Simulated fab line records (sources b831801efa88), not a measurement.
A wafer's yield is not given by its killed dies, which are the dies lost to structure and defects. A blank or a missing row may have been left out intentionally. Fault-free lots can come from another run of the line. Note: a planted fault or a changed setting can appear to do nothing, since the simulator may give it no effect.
Chamber matching	flow sky130	cmp-01 running SKY_VIA3_CMP_24: 4 sister chambers
The step polishes, stops on SiO2, t overpolish 20 s, target thk 0 nm. 4 wafers are shown with their chamber, then 12 later ones without.

WAFERS PAIRED WITH THEIR CHAMBERS
wafer	chamber	motor current A (A)
L088.2	3	11.0
L088.5	0	11.4
L090.5	2	10.2
L090.6	1	12.1

WAFERS WITHOUT THEIR CHAMBER
wafer	motor current A (A)
L091.3	10.9
L091.4	11.5
L091.6	10.1
L092.1	10.4
L092.2	11.3
L092.4	11.4
L093.2	11.5
L093.3	11.3
L093.4	9.8
L094.2	11.0
L094.3	10.1
L094.5	10.2

WHICH CHAMBER EACH ONE RAN IN
wafer	from the rows above	in truth
L091.3	3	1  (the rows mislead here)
L091.4	0	0
L091.6	2	2
L092.1	2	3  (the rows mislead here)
L092.2	can't be placed: 0 or 3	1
L092.4	0	0
L093.2	0	0
L093.3	can't be placed: 0 or 3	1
L093.4	2	2
L094.2	3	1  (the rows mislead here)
L094.3	2	2
L094.5	2	2
Correct placement for 7 of the 12. Unplaceable from these rows: 2, with the true chamber sitting among the candidates in 0. Placed wrongly: 3.
How it was worked out, from the rows above alone: a wafer's distance from a chamber is the root of the sum, over the readings, of the square of ((its reading less the chamber's mean) divided by the reading's scatter). The wafer belongs to the nearest chamber; if the next one is less than 2 further off, it can't be placed. Each chamber's mean is taken over the wafers shown for it. The scatter (one wafer shown for each chamber): square how far every hidden wafer sits from the nearest shown wafer, average those squares and take the square root.
